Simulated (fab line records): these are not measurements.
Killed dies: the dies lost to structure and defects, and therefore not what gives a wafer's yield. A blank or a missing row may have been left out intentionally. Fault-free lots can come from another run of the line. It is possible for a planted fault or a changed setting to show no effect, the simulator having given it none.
Which of the tools did it? || flow sfq-line || route of 325 steps, sampled at 1 step: 14 lots, 42 wafers

## WHAT EACH GAUGE READ, for each wafer
The record lacks any reading of a measuring or inspecting step that a usual standard deviation could be used to judge.

## EACH LOT AND THE TOOL THAT RAN IT (in order: tool; ch and the chambers of the sampled wafers; start)
{"lot": "L561", "SFQ_TRILAYER_M0_LITHO_PEB_024": "litho-track-01 ch 0, day 10 07:11"}
{"lot": "L562", "SFQ_TRILAYER_M0_LITHO_PEB_024": "litho-track-02 ch 0, day 10 10:46"}
{"lot": "L564", "SFQ_TRILAYER_M0_LITHO_PEB_024": "litho-track-02 ch 0, day 11 01:11"}
{"lot": "L565", "SFQ_TRILAYER_M0_LITHO_PEB_024": "litho-track-01 ch 0, day 11 09:38"}
{"lot": "L566", "SFQ_TRILAYER_M0_LITHO_PEB_024": "litho-track-02 ch 0, day 11 21:34"}
{"lot": "L573", "SFQ_TRILAYER_M0_LITHO_PEB_024": "litho-track-03 ch 0, day 13 22:25"}
{"lot": "L574", "SFQ_TRILAYER_M0_LITHO_PEB_024": "litho-track-02 ch 0, day 14 11:36"}
{"lot": "L575", "SFQ_TRILAYER_M0_LITHO_PEB_024": "litho-track-02 ch 0, day 15 03:38"}
{"lot": "L577", "SFQ_TRILAYER_M0_LITHO_PEB_024": "litho-track-01 ch 0, day 15 19:17"}
{"lot": "L578", "SFQ_TRILAYER_M0_LITHO_PEB_024": "litho-track-01 ch 0, day 16 12:14"}
{"lot": "L579", "SFQ_TRILAYER_M0_LITHO_PEB_024": "litho-track-01 ch 0, day 16 23:07"}
{"lot": "L580", "SFQ_TRILAYER_M0_LITHO_PEB_024": "litho-track-03 ch 0, day 17 13:34"}
{"lot": "L582", "SFQ_TRILAYER_M0_LITHO_PEB_024": "litho-track-01 ch 0, day 18 16:56"}
{"lot": "L584", "SFQ_TRILAYER_M0_LITHO_PEB_024": "litho-track-01 ch 0, day 19 17:52"}
- SFQ_TRILAYER_M0_LITHO_PEB_024: peb time 60 s.

## WHAT THE TOOLS THEMSELVES READ (means of the sampled wafers that have a number; where no wafer has one, the mark that the record gives instead)
SFQ_TRILAYER_M0_LITHO_PEB_024. Usual: heater-power-total-W reads 79.15 W (standard deviation 0.071).
{"lot": "L561", "tool": "litho-track-01", "heater-power-total-W (W)": 79.15, "flag": ""}
{"lot": "L562", "tool": "litho-track-02", "heater-power-total-W (W)": 79.13, "flag": ""}
{"lot": "L564", "tool": "litho-track-02", "heater-power-total-W (W)": 80.56, "flag": "OFF"}
{"lot": "L565", "tool": "litho-track-01", "heater-power-total-W (W)": 79.14, "flag": ""}
{"lot": "L566", "tool": "litho-track-02", "heater-power-total-W (W)": 79.79, "flag": "OFF"}
{"lot": "L573", "tool": "litho-track-03", "heater-power-total-W (W)": 79.05, "flag": ""}
{"lot": "L574", "tool": "litho-track-02", "heater-power-total-W (W)": 79.21, "flag": ""}
{"lot": "L575", "tool": "litho-track-02", "heater-power-total-W (W)": 79.20, "flag": ""}
{"lot": "L577", "tool": "litho-track-01", "heater-power-total-W (W)": 79.19, "flag": ""}
{"lot": "L578", "tool": "litho-track-01", "heater-power-total-W (W)": 79.09, "flag": ""}
{"lot": "L579", "tool": "litho-track-01", "heater-power-total-W (W)": 79.11, "flag": ""}
{"lot": "L580", "tool": "litho-track-03", "heater-power-total-W (W)": 79.07, "flag": ""}
{"lot": "L582", "tool": "litho-track-01", "heater-power-total-W (W)": 79.13, "flag": ""}
{"lot": "L584", "tool": "litho-track-01", "heater-power-total-W (W)": 79.15, "flag": ""}

## THE ANSWER, worked out from the rows above alone
Rule: take the mean of a lot's wafers that have a number; if it is more than 3 standard deviations from the usual mean, the lot is off. Also off: a lot with no number at a reading for which 4 or more lots have one. All remaining lots with rows at the step are treated as sound. The gauges are gone through in route order, then the tools' own readings, and for those a lot's mean is taken as printed above. The first step at which some lot is off is used, and at that step the reading that is off furthest; a lot without a number counts as furthest.
Off, at SFQ_TRILAYER_M0_LITHO_PEB_024 on heater-power-total-W: L564, L566.
A tool fits if, at that step or a process step before it, it ran every lot that is off, and no sound lot after the first of them. None of those tried fits.

## WHAT THE SIMULATOR PUT IN
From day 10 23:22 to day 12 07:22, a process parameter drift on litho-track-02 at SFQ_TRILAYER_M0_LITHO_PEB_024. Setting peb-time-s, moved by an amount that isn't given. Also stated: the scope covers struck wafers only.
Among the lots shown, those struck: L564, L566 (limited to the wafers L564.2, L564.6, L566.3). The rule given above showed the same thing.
